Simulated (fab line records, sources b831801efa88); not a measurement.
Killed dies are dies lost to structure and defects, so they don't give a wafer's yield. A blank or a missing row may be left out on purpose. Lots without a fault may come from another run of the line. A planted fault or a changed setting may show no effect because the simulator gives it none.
Chamber matching | flow gf180mcu | GF_V1_ETCH_16 on rie_diel-02: 4 sister chambers
The step etches BARC in N2/H2. 8 wafers are shown with their chamber, then 8 later ones without.

WAFERS WITH THEIR CHAMBER
wafer  | chamber | drypump_motor_current_A (A) | n2_flow_sccm (sccm)
L884.5 | 3       | 5.5                         | 100.0
L891.4 | 3       | 5.5                         | 100.3
L892.2 | 0       | 5.9                         | 100.1
L892.6 | 0       | 5.9                         | 99.7
L895.1 | 2       | 4.9                         | 100.7
L895.3 | 1       | 5.7                         | 100.4
L895.6 | 2       | 4.9                         | 100.2
L898.3 | 1       | 5.6                         | 99.9

WAFERS WITHOUT THEIR CHAMBER
wafer  | drypump_motor_current_A (A) | n2_flow_sccm (sccm)
L898.4 | 5.5                         | 100.5
L898.6 | 5.5                         | 99.9
L899.3 | 5.5                         | 99.9
L899.5 | 5.9                         | 100.3
L899.6 | 5.6                         | 99.5
L902.4 | 5.9                         | 100.1
L902.5 | 5.6                         | 99.9
L902.6 | 4.9                         | 100.3

WHICH CHAMBER EACH WENT THROUGH
wafer  | from the rows above     | in truth
L898.4 | 3                       | 3
L898.6 | 3                       | 3
L899.3 | 3                       | 3
L899.5 | 0                       | 0
L899.6 | can't be placed: 1 or 3 | 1
L902.4 | 0                       | 0
L902.5 | can't be placed: 1 or 3 | 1
L902.6 | 2                       | 2
Placed correctly: 6 of 8. Can't be placed from these rows: 2 (the true chamber is among the candidates in 2). Placed wrongly: 0.
How it was worked out, from the rows above alone: a wafer's distance from a chamber is the root of the sum, over the readings, of the square of ((its reading less the chamber's mean) divided by the reading's scatter). The wafer belongs to the nearest chamber; if the next one is less than 2 further off, it can't be placed. A chamber's mean is the mean of its shown wafers. The scatter: the root of (the sum of the squares of (reading less its chamber's mean) over the shown wafers, divided by (wafers less chambers)).
